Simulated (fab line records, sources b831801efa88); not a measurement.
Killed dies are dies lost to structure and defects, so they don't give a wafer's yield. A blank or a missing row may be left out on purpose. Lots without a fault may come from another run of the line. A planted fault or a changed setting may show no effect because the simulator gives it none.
Which tool did it? | flow sky130 | 14 lots, 42 wafers sampled, at 3 steps of a route of 708

WHAT THE GAUGES READ, wafer by wafer
SKY_SONOS_ONO_THK_MEAS_01.
lot  | measured     | on            | SONOS_ONO_OXIDATION_THK (nm)
L307 | day 12 05:12 | film_metro-04 | 2.59 2.61 2.64
L308 | day 12 08:25 | film_metro-01 | 2.67 2.66 2.63
L309 | day 12 21:34 | film_metro-04 | 2.70 2.67 2.63
L310 | day 13 01:23 | film_metro-02 | 2.62 2.51 2.57
L311 | day 13 09:49 | film_metro-01 | 2.60 2.62 2.55
L313 | day 14 03:06 | film_metro-01 | 2.46 2.57 2.48
L314 | day 14 10:03 | film_metro-01 | 2.60 2.60 2.59
L315 | day 14 19:42 | film_metro-02 | 2.57 2.57 2.57
L316 | day 15 00:06 | film_metro-04 | 2.67 2.64 2.62
L317 | day 15 12:31 | film_metro-04 | 2.60 2.60 2.57
L320 | day 16 08:08 | film_metro-04 | 2.61 2.61 2.58
L323 | day 17 15:23 | film_metro-01 | 2.60 2.57 2.57
L325 | day 18 07:46 | film_metro-01 | 2.58 2.55 2.65
L327 | day 19 00:07 | film_metro-01 | 2.59 2.55 2.55

SKY_METAL2_OVL_MEAS_16.
lot  | measured     | on         | METAL2_OVL (nm)
L307 | day 35 22:26 | overlay-01 | 6 -2 -1
L308 | day 36 02:36 | overlay-02 | 3 -3 -3
L309 | day 36 12:10 | overlay-01 | 9 1 9
L310 | day 36 14:04 | overlay-01 | 2 9 13
L311 | day 37 05:30 | overlay-01 | 4 8 9
L313 | day 37 17:30 | overlay-01 | 4 6 11
L314 | day 38 00:55 | overlay-02 | -8 4 -4
L315 | day 38 07:46 | overlay-02 | 3 2 11
L316 | day 38 12:58 | overlay-01 | -4 -1 5
L317 | day 39 02:26 | overlay-02 | 4 -3 3
L320 | day 39 21:55 | overlay-02 | -4 -5 0
L323 | day 40 22:25 | overlay-01 | 7 11 9
L325 | day 41 09:09 | overlay-02 | 3 3 -3
L327 | day 41 23:40 | overlay-01 | -6 -1 -5

WHICH TOOL RAN EACH LOT (tool, then ch and the chambers of the sampled wafers, then the start)
lot  | SKY_LOCAL_INTERCONNECT_DEVELOP_10
L307 | litho_track-01 ch 0, day 31 05:00
L308 | litho_track-04 ch 0, day 31 09:00
L309 | litho_track-03 ch 0, day 31 19:00
L310 | litho_track-01 ch 0, day 31 22:00
L311 | litho_track-03 ch 0, day 32 13:00
L313 | litho_track-03 ch 0, day 33 01:00
L314 | litho_track-01 ch 0, day 33 09:00
L315 | litho_track-04 ch 0, day 33 17:00
L316 | litho_track-03 ch 0, day 33 23:00
L317 | litho_track-04 ch 0, day 34 11:00
L320 | litho_track-01 ch 0, day 35 08:00
L323 | litho_track-01 ch 0, day 36 11:00
L325 | litho_track-04 ch 0, day 36 22:00
L327 | litho_track-01 ch 0, day 37 14:00
- SKY_LOCAL_INTERCONNECT_DEVELOP_10: develop time 60 s.

WHAT THE TOOLS THEMSELVES READ (means of the sampled wafers that have a number; where no wafer has one, the mark that the record gives instead)
SKY_LOCAL_INTERCONNECT_DEVELOP_10.
lot  | tool           | developer_temp_C (C)
L307 | litho_track-01 | 20.97
L308 | litho_track-04 | 21.05
L309 | litho_track-03 | 21.07
L310 | litho_track-01 | 21.16
L311 | litho_track-03 | 21.15
L313 | litho_track-03 | 20.74
L314 | litho_track-01 | 20.98
L315 | litho_track-04 | 21.00
L316 | litho_track-03 | 20.96
L317 | litho_track-04 | 21.03
L320 | litho_track-01 | 20.84
L323 | litho_track-01 | 22.99
L325 | litho_track-04 | 20.96
L327 | litho_track-01 | 23.19

THE ANSWER, worked out from the rows above alone
Rule: what is usual is taken from the lots themselves. Put in order of their means at a reading, lots are off if they are a third of the lots or fewer, leave a main group of 4 or more, and stand apart from it by a gap of 3 or more times the standard deviation of the main group's means; of several such gaps the widest counts. A main group whose means are all the same, to the digits that the tables above print for the reading, isn't used. A lot without any number at a reading at which 4 lots or more have one is off too. The other lots that the step has rows for count as sound. The gauges are gone through in route order, then the tools' own readings, and for those a lot's mean is taken as printed above. The first step at which some lot is off is used, and at that step the reading that is off furthest; a lot without a number counts as furthest.
Off: L323, L327, at SKY_LOCAL_INTERCONNECT_DEVELOP_10 (developer_temp_C). The main group: mean 20.99 C, standard deviation 0.11.
A tool fits if, at that step or a process step before it, it ran every lot that is off, and no sound lot after the first of them. One fits: litho_track-01 at SKY_LOCAL_INTERCONNECT_DEVELOP_10. Its last sound lot is L320 (day 35 08:00), its first lot that is off L323 (day 36 11:00): a fault that began between those two fits.
The tool's own readings at SKY_LOCAL_INTERCONNECT_DEVELOP_10 bear it out: on the lots that are off they differ by more than 5 times the standard deviation of the sound lots' means. developer_temp_C reads 23.09 C there against 20.99 C on the sound lots.

WHAT THE SIMULATOR HAD PUT IN
Process parameter drift: litho_track-01, from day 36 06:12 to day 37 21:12, at SKY_LOCAL_INTERCONNECT_DEVELOP_10. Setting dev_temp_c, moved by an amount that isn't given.
Lots struck among those shown: L323, L327. The rule above found the same.
